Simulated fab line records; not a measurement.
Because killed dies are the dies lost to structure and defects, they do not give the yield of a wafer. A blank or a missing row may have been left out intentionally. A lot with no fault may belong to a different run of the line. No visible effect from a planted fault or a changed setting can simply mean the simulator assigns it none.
The tool behind it: which one? | flow sky130 | 72 wafers from 24 lots sampled at 6 of the route's 708 steps

## WHAT THE GAUGES SHOWED, per wafer
SKY_FIELD_ISO_BOW_MEAS_00. Usual: for INCOMING_BOW the level is -1 um and the standard deviation is 6.4.
lot  | measured    | on            | INCOMING_BOW (um) | flag
L074 | day 1 10:01 | film-metro-04 | 6 -3 -3           |
L075 | day 1 15:00 | film-metro-02 | 0 -6 0            |
L076 | day 1 20:00 | film-metro-02 | -1 1 -2           |
L077 | day 2 01:00 | film-metro-02 | 1 -10 1           |
L078 | day 2 06:00 | film-metro-04 | 2 -2 1            |
L079 | day 2 11:04 | film-metro-03 | 11 4 -2           |
L080 | day 2 16:02 | film-metro-04 | -3 -6 6           |
L081 | day 2 21:02 | film-metro-04 | -3 -2 -3          |
L082 | day 3 02:00 | film-metro-03 | 5 -4 1            |
L083 | day 3 07:01 | film-metro-04 | -2 7 3            |
L084 | day 3 12:01 | film-metro-02 | 7 -6 4            |
L085 | day 3 17:00 | film-metro-03 | -3 -8 7           |
L086 | day 3 22:01 | film-metro-03 | 12 1 -13          |
L087 | day 4 03:00 | film-metro-02 | -16 -9 2          |
L088 | day 4 08:02 | film-metro-04 | -10 -3 3          |
L089 | day 4 13:01 | film-metro-04 | -4 -9 19          |
L090 | day 4 18:01 | film-metro-02 | 5 -2 3            |
L091 | day 4 23:00 | film-metro-03 | -2 -2 0           |
L092 | day 5 04:02 | film-metro-03 | -5 8 -5           |
L093 | day 5 09:00 | film-metro-03 | -12 -3 2          |
L094 | day 5 14:00 | film-metro-04 | -4 2 -1           |
L095 | day 5 19:00 | film-metro-04 | -3 6 -6           |
L096 | day 6 00:02 | film-metro-02 | -17 -1 2          |
L097 | day 6 05:01 | film-metro-03 | -1 -4 -6          |

SKY_VT_ADJUST_NCORE_TW_MEAS_11. Usual: for VT_ADJUST_NCORE_TW the level is 220.3 and the standard deviation is 1.3.
lot  | measured     | on            | VT_ADJUST_NCORE_TW | flag
L074 | day 8 23:25  | film-metro-03 | 219.4 219.8 219.8  |
L075 | day 9 04:50  | film-metro-03 | 221.6 221.4 221.7  |
L076 | day 9 11:22  | film-metro-02 | 222.7 221.7 221.3  |
L077 | day 9 18:45  | film-metro-02 | 222.3 219.7 221.0  |
L078 | day 10 04:14 | film-metro-02 | 221.5 220.5 220.8  |
L079 | day 10 09:05 | film-metro-02 | 219.5 221.4 221.7  |
L080 | day 10 14:01 | film-metro-03 | 218.3 216.8 218.9  |
L081 | day 10 21:52 | film-metro-04 | 219.4 218.5 218.4  |
L082 | day 11 05:13 | film-metro-02 | 222.0 221.1 222.0  |
L083 | day 11 12:11 | film-metro-03 | 220.0 219.4 217.9  |
L084 | day 11 16:58 | film-metro-04 | 221.0 219.2 219.2  |
L085 | day 12 01:12 | film-metro-04 | 219.3 218.2 219.7  |
L086 | day 12 06:38 | film-metro-04 | 218.9 219.4 218.4  |
L087 | day 12 12:53 | film-metro-02 | 220.7 220.8 219.7  |
L088 | day 12 23:59 | film-metro-04 | 221.3 221.1 220.3  |
L089 | day 13 06:35 | film-metro-02 | 220.3 221.4 220.5  |
L090 | day 13 16:44 | film-metro-02 | 221.4 221.4 220.9  |
L091 | day 13 20:45 | film-metro-03 | 220.2 218.2 219.4  |
L092 | day 13 23:49 | film-metro-02 | 223.0 222.6 220.9  |
L093 | day 14 07:21 | film-metro-03 | 220.5 219.4 220.4  |
L094 | day 14 18:31 | film-metro-02 | 220.1 221.9 221.8  |
L095 | day 15 04:49 | film-metro-02 | 220.1 221.6 220.6  |
L096 | day 15 06:29 | film-metro-02 | 220.7 220.6 219.9  |
L097 | day 15 09:32 | film-metro-02 | 221.0 221.0 221.0  |

SKY_PAD_OPEN_BOW_MEAS_13. Usual: for PAD_OPEN_BOW the level is 48 um and the standard deviation is 9.1.
lot  | measured     | on            | PAD_OPEN_BOW (um) | flag
L074 | day 46 20:04 | film-metro-04 | 47 35 37          |
L075 | day 47 03:27 | film-metro-02 | 53 46 54          |
L076 | day 47 02:10 | film-metro-04 | 44 44 44          |
L077 | day 47 15:37 | film-metro-04 | 54 43 52          |
L078 | day 47 23:13 | film-metro-02 | 39 35 39          |
L079 | day 48 00:10 | film-metro-02 | 52 47 39          |
L080 | day 48 01:56 | film-metro-01 | 42 39 52          |
L081 | day 48 16:14 | film-metro-02 | 50 53 51          |
L082 | day 48 18:44 | film-metro-01 | 57 50 57          |
L083 | day 49 00:02 | film-metro-04 | 46 56 50          |
L084 | day 49 05:40 | film-metro-02 | 45 36 45          |
L085 | day 49 12:00 | film-metro-01 | 46 40 59          |
L086 | day 49 12:22 | film-metro-02 | 56 47 32          |
L087 | day 49 19:28 | film-metro-02 | 33 38 48          |
L088 | day 50 02:44 | film-metro-01 | 43 51 56          |
L089 | day 50 07:50 | film-metro-01 | 51 46 74          |
L090 | day 50 16:19 | film-metro-01 | 56 48 55          |
L091 | day 50 20:32 | film-metro-04 | 37 37 42          |
L092 | day 50 21:51 | film-metro-01 | 49 65 50          |
L093 | day 51 00:28 | film-metro-02 | 35 46 49          |
L094 | day 51 05:55 | film-metro-04 | 56 66 63          |
L095 | day 51 10:22 | film-metro-04 | 55 64 53          |
L096 | day 51 13:33 | film-metro-02 | 33 50 52          |
L097 | day 51 14:44 | film-metro-02 | 39 35 34          |

## WHAT TOOL EACH LOT RAN ON (gives the tool, then ch and the chambers of the sampled wafers, and finally the start)
lot  | SKY_RES_XHIGH_STRIP_08               | SKY_VIA1_CVD_21               | SKY_VIA3_SPUTTER_20
L074 | plasma-asher-02 ch 0,1, day 27 10:48 | cvd-w-01 ch 0,1, day 34 20:47 | pvd-sputter-03, day 40 16:35
L075 | plasma-asher-02 ch 0,1, day 27 22:45 | cvd-w-01 ch 0,1, day 35 07:18 | pvd-sputter-03, day 41 03:13
L076 | plasma-asher-04 ch 1, day 28 02:03   | cvd-w-02 ch 1, day 35 10:47   | pvd-sputter-04, day 41 02:31
L077 | plasma-asher-03 ch 0,1, day 28 15:48 | cvd-w-01 ch 0,1, day 36 00:07 | pvd-sputter-04, day 41 16:43
L078 | plasma-asher-02 ch 1, day 29 00:13   | cvd-w-02 ch 1, day 36 08:20   | pvd-sputter-03, day 41 23:07
L079 | plasma-asher-02 ch 0,1, day 29 01:57 | cvd-w-01 ch 0,1, day 36 09:17 | pvd-sputter-03, day 42 01:41
L080 | plasma-asher-03 ch 0,1, day 29 10:03 | cvd-w-02 ch 0,1, day 36 15:50 | pvd-sputter-04, day 42 05:55
L081 | plasma-asher-04 ch 0,1, day 30 00:38 | cvd-w-01 ch 0,1, day 37 07:33 | pvd-sputter-04, day 42 21:14
L082 | plasma-asher-04 ch 0,1, day 30 09:13 | cvd-w-02 ch 0,1, day 37 12:41 | pvd-sputter-04, day 43 01:53
L083 | plasma-asher-03 ch 0,1, day 30 16:19 | cvd-w-01 ch 0,1, day 37 21:55 | pvd-sputter-03, day 43 08:13
L084 | plasma-asher-03 ch 0,1, day 30 21:07 | cvd-w-02 ch 0,1, day 38 02:59 | pvd-sputter-03, day 43 15:27
L085 | plasma-asher-02 ch 0,1, day 31 08:37 | cvd-w-02 ch 0,1, day 38 12:26 | pvd-sputter-02, day 43 21:45
L086 | plasma-asher-03 ch 0,1, day 31 09:27 | cvd-w-02 ch 0,1, day 38 14:03 | pvd-sputter-03, day 43 22:05
L087 | plasma-asher-03 ch 0,1, day 31 19:39 | cvd-w-02 ch 0,1, day 38 21:20 | pvd-sputter-02, day 44 08:28
L088 | plasma-asher-03 ch 0,1, day 32 06:29 | cvd-w-02 ch 0,1, day 39 10:14 | pvd-sputter-02, day 44 17:49
L089 | plasma-asher-04 ch 0,1, day 32 14:12 | cvd-w-02 ch 0,1, day 39 15:37 | pvd-sputter-04, day 44 22:45
L090 | plasma-asher-03 ch 0,1, day 33 03:00 | cvd-w-02 ch 0,1, day 40 05:40 | pvd-sputter-02, day 45 09:31
L091 | plasma-asher-03 ch 0,1, day 33 07:46 | cvd-w-02 ch 0,1, day 40 09:09 | pvd-sputter-02, day 45 15:29
L092 | plasma-asher-04 ch 0,1, day 33 11:03 | cvd-w-02 ch 0,1, day 40 09:30 | pvd-sputter-03, day 45 16:47
L093 | plasma-asher-03 ch 0,1, day 33 16:04 | cvd-w-02 ch 0, day 40 15:22   | pvd-sputter-03, day 45 19:54
L094 | plasma-asher-03 ch 0,1, day 34 01:37 | cvd-w-02 ch 0,1, day 41 00:04 | pvd-sputter-03, day 46 02:52
L095 | plasma-asher-04 ch 0,1, day 34 11:45 | cvd-w-01 ch 0,1, day 41 08:52 | pvd-sputter-02, day 46 11:40
L096 | plasma-asher-03 ch 0,1, day 34 13:32 | cvd-w-01 ch 0,1, day 41 10:35 | pvd-sputter-03, day 46 12:13
L097 | plasma-asher-02 ch 0,1, day 34 16:15 | cvd-w-01 ch 0,1, day 41 13:44 | pvd-sputter-02, day 46 16:25
- SKY_RES_XHIGH_STRIP_08: strips in O2/N2.
- SKY_VIA1_CVD_21: deposits W, target thk 270 nm, time 80.902 s.
- SKY_VIA3_SPUTTER_20: material TiN, target thk 20 nm, time 80 s.

## WHAT THE TOOLS THEMSELVES READ (means of the sampled wafers that have a number; where no wafer has one, the mark that the record gives instead)
SKY_RES_XHIGH_STRIP_08. Usual: drypump-motor-current-A 5.6 A, standard deviation 0.37; oes-product-au 0.712 a.u., standard deviation 0.0046; strip-time-to-endpoint-s 14.27 s, standard deviation 0.038.
lot  | tool            | drypump-motor-current-A (A) | oes-product-au (a.u.) | strip-time-to-endpoint-s (s) | flag
L074 | plasma-asher-02 | 5.8                         | 0.713                 | 14.27                        |
L075 | plasma-asher-02 | 5.9                         | 0.709                 | 14.28                        |
L076 | plasma-asher-04 | 6.3                         | 0.709                 | 14.27                        |
L077 | plasma-asher-03 | 5.3                         | 0.714                 | 14.33                        |
L078 | plasma-asher-02 | 6.1                         | 0.718                 | 14.27                        |
L079 | plasma-asher-02 | 5.9                         | 0.713                 | 14.17                        |
L080 | plasma-asher-03 | 5.3                         | 0.713                 | 14.22                        |
L081 | plasma-asher-04 | 5.8                         | 0.714                 | 14.30                        |
L082 | plasma-asher-04 | 6.0                         | 0.707                 | 14.32                        |
L083 | plasma-asher-03 | 5.3                         | 0.712                 | 14.25                        |
L084 | plasma-asher-03 | 5.2                         | 0.714                 | 14.25                        |
L085 | plasma-asher-02 | 5.8                         | 0.708                 | 14.27                        |
L086 | plasma-asher-03 | 5.3                         | 0.711                 | 14.27                        |
L087 | plasma-asher-03 | 5.3                         | 0.715                 | 14.26                        |
L088 | plasma-asher-03 | 5.3                         | 0.713                 | 14.26                        |
L089 | plasma-asher-04 | 5.8                         | 0.712                 | 14.28                        |
L090 | plasma-asher-03 | 5.3                         | 0.712                 | 14.25                        |
L091 | plasma-asher-03 | 5.3                         | 0.711                 | 14.25                        |
L092 | plasma-asher-04 | 5.8                         | 0.714                 | 14.19                        |
L093 | plasma-asher-03 | 5.2                         | 0.709                 | 14.26                        |
L094 | plasma-asher-03 | 5.3                         | 0.713                 | 14.26                        |
L095 | plasma-asher-04 | 6.0                         | 0.708                 | 14.25                        |
L096 | plasma-asher-03 | 5.3                         | 0.711                 | 14.29                        |
L097 | plasma-asher-02 | 6.0                         | 0.714                 | 14.28                        |

SKY_VIA1_CVD_21. Usual: heater-power-w reads 840 W (standard deviation 100).
lot  | tool     | heater-power-w (W) | flag
L074 | cvd-w-01 | 752                |
L075 | cvd-w-01 | 743                |
L076 | cvd-w-02 | 899                |
L077 | cvd-w-01 | 849                |
L078 | cvd-w-02 | 906                |
L079 | cvd-w-01 | 853                |
L080 | cvd-w-02 | 896                |
L081 | cvd-w-01 | 849                |
L082 | cvd-w-02 | 884                |
L083 | cvd-w-01 | 843                |
L084 | cvd-w-02 | 888                |
L085 | cvd-w-02 | 888                |
L086 | cvd-w-02 | 873                |
L087 | cvd-w-02 | 885                |
L088 | cvd-w-02 | 883                |
L089 | cvd-w-02 | 877                |
L090 | cvd-w-02 | 881                |
L091 | cvd-w-02 | 874                |
L092 | cvd-w-02 | 885                |
L093 | cvd-w-02 | 858                |
L094 | cvd-w-02 | 890                |
L095 | cvd-w-01 | 771                |
L096 | cvd-w-01 | 763                |
L097 | cvd-w-01 | 677                |

SKY_VIA3_SPUTTER_20. Usual: throttle-valve-pct reads 29.6 % (standard deviation 0.77).
lot  | tool           | throttle-valve-pct (%) | flag
L074 | pvd-sputter-03 | 29.4                   |
L075 | pvd-sputter-03 | 29.9                   |
L076 | pvd-sputter-04 | 29.5                   |
L077 | pvd-sputter-04 | 29.9                   |
L078 | pvd-sputter-03 | 30.0                   |
L079 | pvd-sputter-03 | 30.0                   |
L080 | pvd-sputter-04 | 29.6                   |
L081 | pvd-sputter-04 | 29.7                   |
L082 | pvd-sputter-04 | 29.6                   |
L083 | pvd-sputter-03 | 29.6                   |
L084 | pvd-sputter-03 | 30.0                   |
L085 | pvd-sputter-02 | 29.3                   |
L086 | pvd-sputter-03 | 29.6                   |
L087 | pvd-sputter-02 | 29.6                   |
L088 | pvd-sputter-02 | 29.8                   |
L089 | pvd-sputter-04 | 29.6                   |
L090 | pvd-sputter-02 | 29.2                   |
L091 | pvd-sputter-02 | 29.1                   |
L092 | pvd-sputter-03 | 29.8                   |
L093 | pvd-sputter-03 | 30.1                   |
L094 | pvd-sputter-03 | 29.9                   |
L095 | pvd-sputter-02 | 29.8                   |
L096 | pvd-sputter-03 | 29.7                   |
L097 | pvd-sputter-02 | 29.1                   |

## THE ANSWER, worked out from the rows above alone
Rule: lot off if the mean of its wafers having a number is beyond 3 standard deviations from the usual mean. Also off: a lot with no number at a reading for which 4 or more lots have one. All remaining lots with rows at the step are treated as sound. First the gauges in route order, then the tools' own readings, where a lot's mean is used as printed above. The first step at which some lot is off is used, and at that step the reading that is off furthest; a lot without a number counts as furthest.
Across all readings shown, no lot is off: no conclusion can be drawn from this.

## WHAT WAS PUT IN BY THE SIMULATOR
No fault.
